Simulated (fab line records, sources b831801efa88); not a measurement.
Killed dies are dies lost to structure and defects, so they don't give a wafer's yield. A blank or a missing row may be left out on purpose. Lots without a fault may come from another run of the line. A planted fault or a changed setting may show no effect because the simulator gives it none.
Problem report in the 8D (eight disciplines) form, filled by code | flow sky130 | the parts of the form that need people (team, actions taken, sign-off) are left out

1. THE PROBLEM
run_length_s at SKY_METAL4_ETCH_16 reads a mean of 113.0 s on 4 wafers of 3 lots; wafers without a fault read 116.4 s with a standard deviation of 0.42. That is -8.0 standard deviations from the usual mean.
The step: etches BARC in N2/H2, stops on SiO2, time 88.2 s, target depth 60 nm.
First seen on wafer L179.1, day 46 22:12, on rie_metal-02. The record holds 42 wafers of 15 lots with a number at this step. Rule for "out", or "out of limits": more than 4 standard deviations from the usual mean. The other wafers with a number count as sound.

2. WHAT IT IS AND WHAT IT IS NOT
question                    | is                             | is not
which readings at this step | run_length_s                   | drypump_motor_current_A, h2_flow_sccm, throttle_valve_pct
which lots                  | L179, L181, L183               | L160, L161, L162, L164, L165, L167, L168, L169, L170, L171, L172, L174
which wafers of those lots  | L179.1, L179.4, L181.1, L183.4 | L181.3, L183.3
read on which tools         | rie_metal-02                   | rie_metal-01, rie_metal-04
when                        | from day 46 22:12              | up to then (36 sound wafers); but 2 sound wafers of L181, L183 came after

3. SUSPECTS, AND WHAT RULES EACH OUT
Counting: a tool at a process step up to the reading stays a suspect if it ran every lot that is out. Sound lots after the first of them don't rule it out here, since some wafers of a struck lot are sound.
- rie_metal-02 at SKY_METAL4_ETCH_16 (etches BARC in N2/H2, stops on SiO2, time 88.2 s, target depth 60 nm): kept. It ran every lot that is out, first L179 (day 46 22:12); its last sound lot up to then is L162 (day 42 14:56). Its own readings are out on those wafers: run_length_s.
Left after counting: rie_metal-02 at SKY_METAL4_ETCH_16.

4. THE CAUSE (what the simulator had put in)
Process parameter drift: rie_metal-02, from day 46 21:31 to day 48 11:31, at SKY_METAL4_ETCH_16. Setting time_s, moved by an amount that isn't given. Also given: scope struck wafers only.
Counting left only this tool.

5. THE CHAIN OF EFFECTS, in route order
Each row: a reading whose mean over the struck wafers that have a number lies more than 3 standard deviations from the usual. Only readings for which the record gives a usual standard deviation are gone through. hours: the time from each lot's start at the first step in this table that gives one to its start at this step, as a median over the lots. sigmas: the change in usual standard deviations.
hours | step               | reading        | usual      | on struck wafers | change | sigmas
0     | SKY_METAL4_ETCH_16 | oes_product_au | 0.626 a.u. | 0.646            | +0.020 | +4.2
0     | SKY_METAL4_ETCH_16 | run_length_s   | 116.4 s    | 113.0            | -3.4   | -8.0
The process steps in it:
- SKY_METAL4_ETCH_16: etches BARC in N2/H2, stops on SiO2, time 88.2 s, target depth 60 nm.

6. WHAT WOULD HAVE CAUGHT IT SOONER
In this record the first reading out of limits was taken at day 46 22:12, 1 hour after the fault began at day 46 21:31.
